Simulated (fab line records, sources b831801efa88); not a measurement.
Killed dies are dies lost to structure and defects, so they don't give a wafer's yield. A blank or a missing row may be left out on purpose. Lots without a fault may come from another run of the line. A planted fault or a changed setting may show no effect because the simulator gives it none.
Which tool did it? | flow gf180mcu | 12 lots, 36 wafers sampled, at 1 step of a route of 602

WHAT THE GAUGES READ, wafer by wafer
GF_V1_THK_MEAS_01.
lot  | measured     | on            | V1_CVD_00_THK (nm)
L075 | day 17 09:06 | film_metro-02 | 601 596 595
L077 | day 18 04:04 | film_metro-02 | 598 602 599
L079 | day 18 23:20 | film_metro-03 | 605 609 619
L081 | day 19 22:11 | film_metro-04 | 594 597 601
L083 | day 20 18:53 | film_metro-04 | 610 598 605
L085 | day 21 15:04 | film_metro-04 | 606 604 611
L087 | day 22 06:17 | film_metro-02 | 602 605 613
L089 | day 22 20:41 | film_metro-02 | 610 611 619
L091 | day 23 11:56 | film_metro-04 | 610 609 611
L093 | day 24 04:05 | film_metro-02 | 595 591 595
L095 | day 24 19:17 | film_metro-04 | 615 605 608
L097 | day 25 11:26 | film_metro-02 | 609 605 601

WHICH TOOL RAN EACH LOT (tool, then ch and the chambers of the sampled wafers, then the start)
The record holds no process step before these readings.

THE ANSWER, worked out from the rows above alone
Rule: what is usual is taken from the lots themselves. Put in order of their means at a reading, lots are off if they are a third of the lots or fewer, leave a main group of 4 or more, and stand apart from it by a gap of 3 or more times the standard deviation of the main group's means; of several such gaps the widest counts. A main group whose means are all the same, to the digits that the tables above print for the reading, isn't used. A lot without any number at a reading at which 4 lots or more have one is off too. The other lots that the step has rows for count as sound.
No lot is off at any reading shown: from this, nothing can be told.

WHAT THE SIMULATOR HAD PUT IN
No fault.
